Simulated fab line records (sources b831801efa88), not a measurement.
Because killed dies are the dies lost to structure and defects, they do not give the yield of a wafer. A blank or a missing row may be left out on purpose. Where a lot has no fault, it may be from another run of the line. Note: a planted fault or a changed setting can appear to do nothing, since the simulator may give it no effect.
fab line records + flow sky130
[record]
- lots = 6
- wafers = 18
- lastDay = 50
route steps=708 shown FIELD_ISO@31 NWELL@32 DNWELL@35 PWDE@45 PAD_OPEN@708
lots untouched by any fault: they come from a run of this same line in which no faults occurred
startH: start of the lot's first displayed wafer, in hours after the record's first day + waitH: hours from the lot's prior step to this one + " unchanged from the row above + L1.1+2: several wafers, shown together as one row + - either no value or no given start + * or withheld: withheld + < > ~ a bound
route shown NAME@n: names a module that has steps shown in the file, with the first one's number in the route + usual: average and standard deviation across the fault-free wafers + same: alike in all rows + chamber/n: place in a boat + sites: each site's reading + _std_site: their standard deviation + _edge_site: inner sites' mean taken away from outer sites' mean + radiusMm: for every site, how far away it sits from the centre of the wafer + mask NAME#n: copy n + behind: tool/chamber where the wafer was last shaped + hold: why the lot went on hold/how many hours it stayed there/how the hold came to an end + device: the transistor (n, p or np) that didn't switch + end of line: the route-end tests of the same wafers + a step with no rows: only its recipe + killed: dies lost to structure and defects at the first sort, not the wafer's yield + map: a wafer's dies, marking killed ones x, the rest . and places with no die _
set.NAME: the setting that was run; set.NAME@STEP: the one run at that earlier step + model.NAME: the simulator's own value behind a step, which no gauge read
certain route steps with their lots: each step a table, each wafer a row
services: the hour from which a tool's chamber was out of use, counted from the record's first day as startH (under 0 if before that day), plus the number of hours and why
[[steps]]
[step SKY_FIELD_ISO_WET_ETCH_30]
[recipe]
- chemistry = dHF
- targetDepthNm = 25
- target = SiO2
- dilution = 10:1
- tempC = 25
- timeS = 50
[step SKY_NWELL_CLEAN_00]
[recipe]
- chemistry = SC1/SC2
- mix = 1:4:20
- tempC = 70
- timeS = 150
- dry = n2Spin
[step SKY_NWELL_OXIDATION_01]
[recipe]
- tempC = 900
- ambient = O2
- stabiliseS = 600
- purgeS = 300
- targetThkA = 100
- oxTimeS = 1418
[step SKY_NWELL_THK_MEAS_02]
[recipe]
- reads = SiO2_of_NWELL_OXIDATION_01
[usual]
- NWELL_OXIDATION_THK = 10.12/0.19
| lot.wafer | tool         | chamber | startH | waitH | NWELL_OXIDATION_THK[nm] |
|-----------|--------------|---------|--------|-------|-------------------------|
| L261.2    | filmMetro-03 | -       | 61.12  | 0.0   | 10.02                   |
| L261.4    | "            | -       | "      | "     | 9.70                    |
| L261.5    | "            | -       | "      | "     | 9.81                    |
| L265.2    | filmMetro-03 | -       | 84.92  | 0.0   | 10.36                   |
| L265.3    | "            | -       | "      | "     | 10.14                   |
| L265.6    | "            | -       | "      | "     | 10.39                   |
| L271.4    | filmMetro-04 | -       | 116.11 | 0.0   | 10.06                   |
| L271.5    | "            | -       | "      | "     | 10.24                   |
| L271.6    | "            | -       | "      | "     | 10.12                   |
| L272.1    | filmMetro-03 | -       | 121.27 | 0.0   | 10.19                   |
| L272.3    | "            | -       | "      | "     | 10.03                   |
| L272.4    | "            | -       | "      | "     | 10.26                   |
| L276.2    | filmMetro-04 | -       | 140.46 | 0.0   | 10.06                   |
| L276.5    | "            | -       | "      | "     | 10.07                   |
| L276.6    | "            | -       | "      | "     | 10.13                   |
| L279.2    | filmMetro-03 | -       | 159.38 | 0.0   | 10.03                   |
| L279.5    | "            | -       | "      | "     | 9.95                    |
| L279.6    | "            | -       | "      | "     | 10.17                   |
[step SKY_DNWELL_DEHYDRATE_00]
[recipe]
- tempC = 200
- timeS = 60
[step SKY_DNWELL_HMDS_01]
[recipe]
- primeTimeS = 60
- primeTempC = 120
[step SKY_DNWELL_COAT_02]
[recipe]
- spinRpm = 2000
- resistThkNm = 3000
[step SKY_DNWELL_SOFTBAKE_03]
[recipe]
- tempC = 110
- timeS = withheld
[step SKY_DNWELL_EXPOSE_04]
[recipe]
- maskId = DNM
- na = 0.57
- targetCdNm = 3000
- doseMj = 222
[step SKY_DNWELL_PEB_05]
[recipe]
- tempC = 115
- timeS = withheld
[step SKY_DNWELL_DEVELOP_06]
[recipe]
- wallAngleDeg = 90
- developer = TMAH
- developTimeS = 60
- devTempC = 23
[step SKY_DNWELL_IMPLANT_07]
[recipe]
- species = P
- energyKev = withheld
- doseCm2 = withheld
- tiltDeg = withheld
[step SKY_DNWELL_STRIP_08]
[recipe]
- chemistry = O2/N2
- powerW = 1400
- pressureMtorr = 1500
- platenTempC = withheld
- o2FlowSccm = 3000
- n2FlowSccm = 300
- overashFraction = 0.5
[usual]
- drypumpMotorCurrentA = 5.8/0.59
- oesProductAu = 0.722/0.0052
- stripTimeToEndpointS = 36.95/0.093
| lot.wafer | tool           | chamber | startH | waitH | drypumpMotorCurrentA | oesProductAu | rfHoursCounterH | stripTimeToEndpointS |
|-----------|----------------|---------|--------|-------|----------------------|--------------|-----------------|----------------------|
| L261.2    | plasmaAsher-04 | 1       | 77.74  | 0.1   | 5.4                  | 0.722        | 25              | 36.90                |
| L261.4    | "              | 1       | "      | "     | 5.4                  | 0.729        | -               | 36.90                |
| L261.5    | "              | 1       | "      | "     | 5.4                  | 0.720        | -               | 36.93                |
| L265.2    | plasmaAsher-02 | 1       | 101.70 | 0.1   | 6.1                  | 0.725        | 42              | 36.93                |
| L265.3    | "              | 1       | "      | "     | 6.1                  | 0.726        | -               | 36.89                |
| L265.6    | "              | 1       | "      | "     | 6.1                  | 0.716        | -               | 36.96                |
| L271.4    | plasmaAsher-01 | 1       | 134.88 | 0.1   | 5.6                  | 0.712        | -               | 36.86                |
| L271.5    | "              | 0       | "      | "     | 5.8                  | 0.718        | -               | 36.95                |
| L271.6    | "              | 1       | "      | "     | 5.7                  | 0.722        | -               | 36.84                |
| L272.1    | plasmaAsher-01 | 1       | 140.94 | 0.1   | 5.6                  | 0.724        | 46              | 37.04                |
| L272.3    | "              | 1       | "      | "     | 5.6                  | 0.722        | -               | 36.98                |
| L272.4    | "              | 0       | "      | "     | 5.9                  | 0.722        | -               | 37.01                |
| L276.2    | plasmaAsher-01 | 0       | 160.83 | 0.1   | 5.8                  | 0.722        | 48              | 36.78                |
| L276.5    | "              | 1       | "      | "     | 5.6                  | 0.715        | -               | 36.91                |
| L276.6    | "              | 0       | "      | "     | 5.8                  | 0.719        | -               | 36.94                |
| L279.2    | plasmaAsher-04 | 0       | 179.84 | 0.1   | 4.8                  | 0.730        | 36              | 36.77                |
| L279.5    | "              | 1       | "      | "     | 5.3                  | 0.716        | -               | 36.81                |
| L279.6    | "              | 0       | "      | "     | 4.8                  | 0.726        | -               | 36.83                |
[step SKY_DNWELL_TW_MEAS_09]
[usual]
- DNWELL_TW = 1123/7
| lot.wafer | tool         | chamber | startH | waitH | DNWELL_TW |
|-----------|--------------|---------|--------|-------|-----------|
| L261.2    | filmMetro-04 | -       | 77.85  | 0.1   | 1131      |
| L261.4    | "            | -       | "      | "     | 1125      |
| L261.5    | "            | -       | "      | "     | 1127      |
| L265.2    | filmMetro-03 | -       | 101.81 | 0.1   | 1124      |
| L265.3    | "            | -       | "      | "     | 1128      |
| L265.6    | "            | -       | "      | "     | 1127      |
| L271.4    | filmMetro-03 | -       | 134.98 | 0.1   | 1126      |
| L271.5    | "            | -       | "      | "     | 1129      |
| L271.6    | "            | -       | "      | "     | 1131      |
| L272.1    | filmMetro-03 | -       | 141.04 | 0.1   | 1135      |
| L272.3    | "            | -       | "      | "     | 1133      |
| L272.4    | "            | -       | "      | "     | 1128      |
| L276.2    | filmMetro-02 | -       | 160.94 | 0.1   | 1115      |
| L276.5    | "            | -       | "      | "     | 1112      |
| L276.6    | "            | -       | "      | "     | 1112      |
| L279.2    | filmMetro-04 | -       | 179.95 | 0.1   | 1128      |
| L279.5    | "            | -       | "      | "     | 1125      |
| L279.6    | "            | -       | "      | "     | 1123      |
[step SKY_PWDE_DEHYDRATE_00]
[recipe]
- tempC = 200
- timeS = 60
[step SKY_PWDE_HMDS_01]
[recipe]
- primeTimeS = 60
- primeTempC = 120
[step SKY_PWDE_COAT_02]
[recipe]
- spinRpm = 2000
- resistThkNm = 3000
[step SKY_PWDE_SOFTBAKE_03]
[recipe]
- tempC = 110
- timeS = withheld
[step SKY_PWDE_EXPOSE_04]
[recipe]
- maskId = PWDEM
- na = 0.6
- sourceShape = conventional
- sigmaOuter = 0.6
- polarization = unpolarized
- targetCdNm = 840
- doseMj = 214
[step SKY_PWDE_PEB_05]
[recipe]
- tempC = 115
- timeS = withheld
[step SKY_PWDE_DEVELOP_06]
[recipe]
- wallAngleDeg = 90
- developer = TMAH
- developTimeS = 60
- devTempC = 23
[step SKY_PWDE_OVL_MEAS_07]
[usual]
- PWDE_OVL = 0.4/1.5
| lot.wafer | tool       | chamber | startH | waitH | PWDE_OVL[nm] |
|-----------|------------|---------|--------|-------|--------------|
| L261.2    | overlay-02 | -       | 95.35  | -     | 0.9          |
| L261.4    | "          | -       | "      | "     | -0.3         |
| L261.5    | "          | -       | "      | "     | 0.0          |
| L265.2    | overlay-02 | -       | 120.05 | -     | 0.6          |
| L265.3    | "          | -       | "      | "     | -0.9         |
| L265.6    | "          | -       | "      | "     | 0.0          |
| L271.4    | overlay-01 | -       | 154.70 | -     | 0.3          |
| L271.5    | "          | -       | "      | "     | 0.6          |
| L271.6    | "          | -       | "      | "     | -0.5         |
| L272.1    | overlay-01 | -       | 161.03 | -     | -0.8         |
| L272.3    | "          | -       | "      | "     | -1.3         |
| L272.4    | "          | -       | "      | "     | -1.1         |
| L276.2    | overlay-01 | -       | 181.50 | -     | -2.0         |
| L276.5    | "          | -       | "      | "     | -1.6         |
| L276.6    | "          | -       | "      | "     | -1.4         |
| L279.2    | overlay-01 | -       | 201.20 | -     | -0.1         |
| L279.5    | "          | -       | "      | "     | -0.1         |
| L279.6    | "          | -       | "      | "     | 0.6          |
[step SKY_PWDE_IMPLANT_08]
[recipe]
- species = B
- energyKev = 150
- doseCm2 = 3.6e+12
- tiltDeg = withheld
[step SKY_PWDE_STRIP_09]
[recipe]
- chemistry = O2/N2
- powerW = 1400
- pressureMtorr = 1500
- platenTempC = withheld
- o2FlowSccm = 3000
- n2FlowSccm = 300
- overashFraction = 0.5
[usual]
- drypumpMotorCurrentA = 6.0/0.4
- oesProductAu = 0.723/0.0046
- stripTimeToEndpointS = 36.93/0.1
| lot.wafer | tool           | chamber | startH | waitH | drypumpMotorCurrentA | oesProductAu | rfHoursCounterH | stripTimeToEndpointS |
|-----------|----------------|---------|--------|-------|----------------------|--------------|-----------------|----------------------|
| L261.2    | plasmaAsher-01 | 0       | 95.53  | 0.1   | 5.8                  | 0.722        | 41              | 36.90                |
| L261.4    | "              | 1       | "      | "     | 5.6                  | 0.725        | -               | 36.94                |
| L261.5    | "              | 0       | "      | "     | 5.8                  | 0.722        | -               | 36.91                |
| L265.2    | plasmaAsher-03 | 0       | 120.23 | 0.1   | 5.6                  | 0.722        | 0               | 36.99                |
| L265.3    | "              | 1       | "      | "     | 5.5                  | 0.719        | -               | 36.93                |
| L265.6    | "              | 1       | "      | "     | 5.5                  | 0.721        | -               | 36.87                |
| L271.4    | plasmaAsher-01 | 0       | 154.90 | 0.1   | 5.8                  | 0.726        | -               | 36.87                |
| L271.5    | "              | 0       | "      | "     | 5.8                  | 0.726        | -               | 36.83                |
| L271.6    | "              | 1       | "      | "     | 5.6                  | 0.724        | -               | 36.74                |
| L272.1    | plasmaAsher-01 | 1       | 161.22 | 0.1   | 5.6                  | 0.720        | 48              | 36.98                |
| L272.3    | "              | 0       | "      | "     | 5.8                  | 0.717        | -               | 37.04                |
| L272.4    | "              | 1       | "      | "     | 5.6                  | 0.729        | -               | 37.00                |
| L276.2    | plasmaAsher-02 | 1       | 181.68 | 0.1   | 6.1                  | 0.716        | 51              | 36.92                |
| L276.5    | "              | 0       | "      | "     | 6.6                  | 0.726        | -               | 36.93                |
| L276.6    | "              | 1       | "      | "     | 6.1                  | 0.726        | -               | 36.85                |
| L279.2    | plasmaAsher-02 | 0       | 201.38 | 0.1   | 6.6                  | 0.719        | 53              | 36.78                |
| L279.5    | "              | 0       | "      | "     | 6.6                  | 0.719        | -               | 36.76                |
| L279.6    | "              | 1       | "      | "     | 6.1                  | 0.729        | -               | 36.75                |
[step SKY_PWDE_TW_MEAS_10]
[usual]
- PWDE_TW = 377.5/2.8
| lot.wafer | tool         | chamber | startH | waitH | PWDE_TW |
|-----------|--------------|---------|--------|-------|---------|
| L261.2    | filmMetro-02 | -       | 95.64  | 0.1   | 372.3   |
| L261.4    | "            | -       | "      | "     | 373.8   |
| L261.5    | "            | -       | "      | "     | 373.4   |
| L265.2    | filmMetro-04 | -       | 120.35 | 0.1   | 380.8   |
| L265.3    | "            | -       | "      | "     | 380.2   |
| L265.6    | "            | -       | "      | "     | 379.4   |
| L271.4    | filmMetro-02 | -       | 155.00 | 0.1   | 374.5   |
| L271.5    | "            | -       | "      | "     | 372.4   |
| L271.6    | "            | -       | "      | "     | 372.2   |
| L272.1    | filmMetro-02 | -       | 161.32 | 0.1   | 370.5   |
| L272.3    | "            | -       | "      | "     | 375.1   |
| L272.4    | "            | -       | "      | "     | 373.2   |
| L276.2    | filmMetro-04 | -       | 181.79 | 0.1   | 377.6   |
| L276.5    | "            | -       | "      | "     | 377.1   |
| L276.6    | "            | -       | "      | "     | 376.8   |
| L279.2    | filmMetro-02 | -       | 201.49 | 0.1   | 374.9   |
| L279.5    | "            | -       | "      | "     | 374.3   |
| L279.6    | "            | -       | "      | "     | 374.5   |
[step SKY_NWELL_DEHYDRATE_03]
[recipe]
- tempC = 200
- timeS = 60
[step SKY_NWELL_HMDS_04]
[recipe]
- primeTimeS = 60
- primeTempC = 120
[step SKY_NWELL_COAT_05]
[recipe]
- spinRpm = 2000
- resistThkNm = 3000
[step SKY_NWELL_SOFTBAKE_06]
[recipe]
- tempC = 110
- timeS = withheld
[step SKY_NWELL_EXPOSE_07]
[recipe]
- maskId = NWM
- na = 0.6
- sourceShape = conventional
- sigmaOuter = 0.6
- polarization = unpolarized
- targetCdNm = 840
- doseMj = 255
[step SKY_NWELL_PEB_08]
[recipe]
- tempC = 115
- timeS = withheld
[step SKY_NWELL_DEVELOP_09]
[recipe]
- wallAngleDeg = 90
- developer = TMAH
- developTimeS = 60
- devTempC = 23
[step SKY_NWELL_OVL_MEAS_10]
[usual]
- NWELL_00_OVL = -0.3/1.4
| lot.wafer | tool       | chamber | startH | waitH | NWELL_00_OVL[nm] |
|-----------|------------|---------|--------|-------|------------------|
| L261.2    | overlay-01 | -       | 113.65 | -     | -2.1             |
| L261.4    | "          | -       | "      | "     | -3.4             |
| L261.5    | "          | -       | "      | "     | -3.4             |
| L265.2    | overlay-01 | -       | 139.10 | -     | -1.0             |
| L265.3    | "          | -       | "      | "     | -2.4             |
| L265.6    | "          | -       | "      | "     | -2.7             |
| L271.4    | overlay-01 | -       | 175.36 | -     | 0.0              |
| L271.5    | "          | -       | "      | "     | -1.0             |
| L271.6    | "          | -       | "      | "     | -0.2             |
| L272.1    | overlay-02 | -       | 182.34 | -     | -0.8             |
| L272.3    | "          | -       | "      | "     | 1.0              |
| L272.4    | "          | -       | "      | "     | -0.2             |
| L276.2    | overlay-02 | -       | 202.99 | -     | 0.8              |
| L276.5    | "          | -       | "      | "     | 0.5              |
| L276.6    | "          | -       | "      | "     | 1.7              |
| L279.2    | overlay-02 | -       | 227.55 | -     | 0.1              |
| L279.5    | "          | -       | "      | "     | 0.5              |
| L279.6    | "          | -       | "      | "     | -0.3             |
[step SKY_NWELL_IMPLANT_11]
[recipe]
- species = P
- energyKev = 400
- doseCm2 = 1.9e+13
- tiltDeg = withheld
[step SKY_NWELL_IMPLANT_12]
[recipe]
- species = P
- energyKev = 120
- doseCm2 = 1.3e+12
- tiltDeg = withheld
[step SKY_NWELL_IMPLANT_13]
[recipe]
- species = P
- energyKev = 50
- doseCm2 = 7e+11
- tiltDeg = withheld
[step SKY_NWELL_STRIP_14]
[recipe]
- chemistry = O2/N2
- powerW = 1400
- pressureMtorr = 1500
- platenTempC = withheld
- o2FlowSccm = 3000
- n2FlowSccm = 300
- overashFraction = 0.5
[usual]
- drypumpMotorCurrentA = 5.4/0.37
- oesProductAu = 0.722/0.0048
- stripTimeToEndpointS = 36.99/0.095
| lot.wafer | tool           | chamber | startH | waitH | drypumpMotorCurrentA | oesProductAu | rfHoursCounterH | stripTimeToEndpointS |
|-----------|----------------|---------|--------|-------|----------------------|--------------|-----------------|----------------------|
| L261.2    | plasmaAsher-04 | 0       | 114.13 | 0.1   | 4.7                  | 0.724        | 29              | 37.07                |
| L261.4    | "              | 0       | "      | "     | 4.7                  | 0.711        | -               | 37.15                |
| L261.5    | "              | 1       | "      | "     | 5.4                  | 0.723        | -               | 37.03                |
| L265.2    | plasmaAsher-03 | 0       | 139.58 | 0.1   | 5.6                  | 0.724        | 2               | 36.88                |
| L265.3    | "              | 0       | "      | "     | 5.6                  | 0.724        | -               | 36.96                |
| L265.6    | "              | 0       | "      | "     | 5.6                  | 0.716        | -               | 36.94                |
| L271.4    | plasmaAsher-01 | 0       | 175.87 | 0.1   | 5.9                  | 0.724        | -               | 36.97                |
| L271.5    | "              | 0       | "      | "     | 5.9                  | 0.716        | -               | 37.12                |
| L271.6    | "              | 1       | "      | "     | 5.6                  | 0.728        | -               | 36.95                |
| L272.1    | plasmaAsher-03 | 1       | 182.83 | 0.1   | 5.5                  | 0.726        | 6               | 36.81                |
| L272.3    | "              | 1       | "      | "     | 5.5                  | 0.726        | -               | 36.95                |
| L272.4    | "              | 0       | "      | "     | 5.6                  | 0.725        | -               | 36.87                |
| L276.2    | plasmaAsher-01 | 1       | 203.47 | 0.1   | 5.7                  | 0.724        | 51              | 37.03                |
| L276.5    | "              | 1       | "      | "     | 5.6                  | 0.715        | -               | 37.07                |
| L276.6    | "              | 0       | "      | "     | 5.9                  | 0.721        | -               | 37.06                |
| L279.2    | plasmaAsher-01 | 0       | 228.03 | 0.1   | 5.8                  | 0.723        | 53              | 36.97                |
| L279.5    | "              | 1       | "      | "     | 5.6                  | 0.722        | -               | 37.18                |
| L279.6    | "              | 0       | "      | "     | 5.8                  | 0.727        | -               | 37.00                |
[step SKY_NWELL_TW_MEAS_15]
[usual]
- NWELL_TW = 1834/9.1
| lot.wafer | tool         | chamber | startH | waitH | NWELL_TW |
|-----------|--------------|---------|--------|-------|----------|
| L261.2    | filmMetro-03 | -       | 114.24 | 0.1   | 1844     |
| L261.4    | "            | -       | "      | "     | 1844     |
| L261.5    | "            | -       | "      | "     | 1832     |
| L265.2    | filmMetro-03 | -       | 139.69 | 0.1   | 1839     |
| L265.3    | "            | -       | "      | "     | 1842     |
| L265.6    | "            | -       | "      | "     | 1843     |
| L271.4    | filmMetro-02 | -       | 175.96 | 0.1   | 1836     |
| L271.5    | "            | -       | "      | "     | 1832     |
| L271.6    | "            | -       | "      | "     | 1834     |
| L272.1    | filmMetro-02 | -       | 182.93 | 0.1   | 1836     |
| L272.3    | "            | -       | "      | "     | 1838     |
| L272.4    | "            | -       | "      | "     | 1839     |
| L276.2    | filmMetro-04 | -       | 203.58 | 0.1   | 1845     |
| L276.5    | "            | -       | "      | "     | 1841     |
| L276.6    | "            | -       | "      | "     | 1837     |
| L279.2    | filmMetro-04 | -       | 228.14 | 0.1   | 1829     |
| L279.5    | "            | -       | "      | "     | 1828     |
| L279.6    | "            | -       | "      | "     | 1813     |
[step SKY_NWELL_DEHYDRATE_16]
[recipe]
- tempC = 200
- timeS = 60
[step SKY_NWELL_HMDS_17]
[recipe]
- primeTimeS = 60
- primeTempC = 120
[step SKY_NWELL_COAT_18]
[recipe]
- spinRpm = 2000
- resistThkNm = 3000
[step SKY_NWELL_SOFTBAKE_19]
[recipe]
- tempC = 110
- timeS = withheld
[step SKY_PAD_OPEN_PROBE_99]
[usual]
- killed_at_M0_to_M3 = 42/7.6
- killed_at_M4_up = 2.9/1.7
- killedAtContacts = 24/5.1
- killedAtFrontEnd = 15/4
- killedAtOther = 0.2/0.38
- killedDies = 84/9.9
- killedOpen = 46/7.2
- killedShort = 38/6.6
[same]
- grossDies = 492
- killedAtBackSide = 0
| lot.wafer | tool      | chamber | startH  | waitH | killed_at_M0_to_M3 | killed_at_M4_up | killedAtContacts | killedAtFrontEnd | killedAtOther | killedDies | killedOpen | killedShort |
|-----------|-----------|---------|---------|-------|--------------------|-----------------|------------------|------------------|---------------|------------|------------|-------------|
| L261.2    | prober-01 | -       | 1106.84 | 0.1   | 40                 | 3               | 20               | 17               | 0             | 80         | 34         | 46          |
| L261.4    | prober-01 | -       | 1106.94 | 0.2   | 40                 | 3               | 27               | 17               | 0             | 87         | 57         | 30          |
| L261.5    | prober-01 | -       | 1106.99 | 0.2   | 62                 | 4               | 18               | 10               | 0             | 94         | 46         | 48          |
| L272.1    | prober-02 | -       | 1169.45 | 0.1   | 36                 | 3               | 10               | 84               | 1             | 134        | 39         | 25          |
| L272.3    | prober-02 | -       | 1169.55 | 0.2   | 41                 | 5               | 20               | 77               | 0             | 143        | 47         | 25          |
| L272.4    | prober-02 | -       | 1169.60 | 0.2   | 46                 | 7               | 22               | 69               | 0             | 144        | 39         | 45          |
| L276.2    | prober-02 | -       | 1184.60 | 0.1   | 41                 | 4               | 23               | 85               | 0             | 153        | 48         | 42          |
| L276.5    | prober-02 | -       | 1184.75 | 0.2   | 50                 | 3               | 22               | 83               | 0             | 158        | 46         | 41          |
| L276.6    | prober-02 | -       | 1184.80 | 0.2   | 34                 | 2               | 17               | 70               | 0             | 123        | 38         | 27          |
// killed by level:class
L261.2 LI_CONTACT:geometricParticle:open=6 CONTACT:geometricParticle:open=6 METAL1:geometricParticle:short=6 VIA2:geometricParticle:short=6 VIA3:geometricParticle:open=6 METAL2:geometricParticle:short=5 VIA2:geometricParticle:open=5 POLY_GATE:geometricParticle:short=4
L261.4 CONTACT:geometricParticle:open=14 LI_CONTACT:geometricParticle:open=10 VIA1:geometricParticle:open=10 VIA2:geometricParticle:open=7 METAL2:geometricParticle:short=5 VIA3:geometricParticle:short=5 VIA3:geometricParticle:open=4 METAL1:geometricParticle:short=4
L261.5 VIA3:geometricParticle:open=11 VIA1:geometricParticle:open=10 METAL1:geometricParticle:short=7 VIA1:geometricParticle:short=7 CONTACT:geometricParticle:open=6 VIA2:geometricParticle:short=6 VIA3:geometricParticle:short=5 LI_CONTACT:geometricParticle:open=4
L272.1 DNWELL:unspecified=70 VIA1:geometricParticle:open=9 VIA3:geometricParticle:open=9 POLY_GATE:geometricParticle:short=5 LI_CONTACT:geometricParticle:open=5 VIA2:geometricParticle:open=5 FIELD_ISO:geometricParticle:open=3 LI_CONTACT:geometricParticle:short=3
L272.3 DNWELL:unspecified=71 VIA1:geometricParticle:open=14 CONTACT:geometricParticle:open=8 VIA2:geometricParticle:open=7 LI_CONTACT:geometricParticle:open=6 METAL2:geometricParticle:short=6 VIA3:geometricParticle:open=5 LOCAL_INTERCONNECT:geometricParticle:short=3
L272.4 DNWELL:unspecified=60 VIA1:geometricParticle:open=12 LI_CONTACT:geometricParticle:open=7 METAL2:geometricParticle:short=7 VIA2:geometricParticle:open=6 METAL3:geometricParticle:short=6 LOCAL_INTERCONNECT:geometricParticle:short=5 CONTACT:geometricParticle:open=5
L276.2 DNWELL:unspecified=63 CONTACT:geometricParticle:open=9 METAL2:geometricParticle:short=8 VIA1:geometricParticle:open=8 FIELD_ISO:geometricParticle:open=6 VIA3:geometricParticle:open=5 METAL1:geometricParticle:short=5 VIA2:geometricParticle:open=5
L276.5 DNWELL:unspecified=71 CONTACT:geometricParticle:open=11 METAL2:geometricParticle:short=10 VIA1:geometricParticle:open=9 VIA2:geometricParticle:open=7 VIA1:geometricParticle:short=5 VIA2:geometricParticle:short=5 LI_CONTACT:geometricParticle:open=4
L276.6 DNWELL:unspecified=58 VIA2:geometricParticle:open=9 CONTACT:geometricParticle:open=8 VIA1:geometricParticle:open=8 METAL1:geometricParticle:short=5 FIELD_ISO:geometricParticle:short=4 FIELD_ISO:geometricParticle:open=3 LOCAL_INTERCONNECT:geometricParticle:open=3
// map L272.4 (x killed, . not)
__________.........._________
________............x._______
______..x.x.x......xxxxx_____
_____......xx....x.xxxxxx____
____......x....x..xxxxxxxx___
___............x..xxxxxxxxx__
__xxx....xx......xxxxxxxxxx._
_..........x...xx.xxxxxxxxxx.
_x..........x......xxxxxxxxxx
_.............x....xxxxx..x..
_.x......x...x...x..x..xxx...
_.xx....x...x.xx.x.x.x.......
_.......xx...x...x...........
_...x..xx.xx...xx....x.......
_.................x....xx....
__x.xx....x.x.....x..x......_
___......xx...............x__
____....x..x.xx.........x.___
_____..x..x........x...x.____
______.....x...........x_____
________x.........xxxx_______
__________........x._________
// map L276.5 (x killed, . not)
__________..xx...x.._________
________.x..........x._______
______.x..x.x.....x.x..._____
_____...x.....x........x.____
____.xx......xx.x.........___
___.x.x................xx..__
__....x..x..............xxx._
_.....x......x.......x.......
_........x...........x...x...
_......x....x....x...x.x...xx
_...x........x...x.x...xx...x
_x...........x.x.........x..x
_..xx......xxxxx.....x.x...x.
_.xx.xx.x.xxxxxxxx...x.x.....
_..x...xx.xxxxxxxxxx.........
__.......xxxxxxxxxxxx....x.._
___...x.xxxxxxxxxx.........__
____....xxxxxxxxxx.....x..___
_____....xxxxxxxxxx.x...x____
______...xxxxxxxxx......_____
________.x..xxxx.x.xxx_______
__________.x..xx...._________
[[services]]
| tool           | chamber | startH | hours | kind      |
|----------------|---------|--------|-------|-----------|
| plasmaAsher-03 | -       | 92.59  | 10.3  | repair    |
| plasmaAsher-03 | -       | 108.75 | 9.0   | pm        |
| plasmaAsher-03 | 0       | 108.75 | 9.0   | ventCycle |
| plasmaAsher-03 | 1       | 108.75 | 9.0   | ventCycle |
| plasmaAsher-03 | 0       | 117.75 | -     | clean     |
| plasmaAsher-03 | 1       | 117.75 | -     | clean     |
| plasmaAsher-01 | -       | 127.37 | 2.8   | pm        |
| plasmaAsher-01 | -       | 178.17 | 14.6  | pm        |
| plasmaAsher-02 | -       | 213.26 | 2.0   | repair    |
[[key]]
[firstSign]
- step = SKY_PAD_OPEN_PROBE_99
- reading = killedAtFrontEnd
- direction = up
- sigmas = 16
- usual = 15
- struck = 78
[effect]
- step = SKY_PAD_OPEN_PROBE_99
- reading = killedDies
- direction = up
- sigmas = 5.9
- usual = 84
- struck = 142
metAt SKY_DNWELL_STRIP_08
struckWafers L272.1,L272.3,L272.4,L276.2,L276.5,L276.6
testerLeftOut L272,L276
onsetBetween 134.88 140.94
[fault]
- kind = chamberParticleSource
- tool = plasmaAsher-01
- chamber = -
- onsetH = 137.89
- steps = SKY_DNWELL_STRIP_08
- ratePerVisitCm2 = 1.7297
- endH = 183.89
// testerLeftOut: of these lots the tester's yield and bins aren't shown, on N5 and GAA mostly nor the transistor test; their killed dies are dies lost to structure and defects alone, not to doping, threshold or leakage, so they don't give the yield
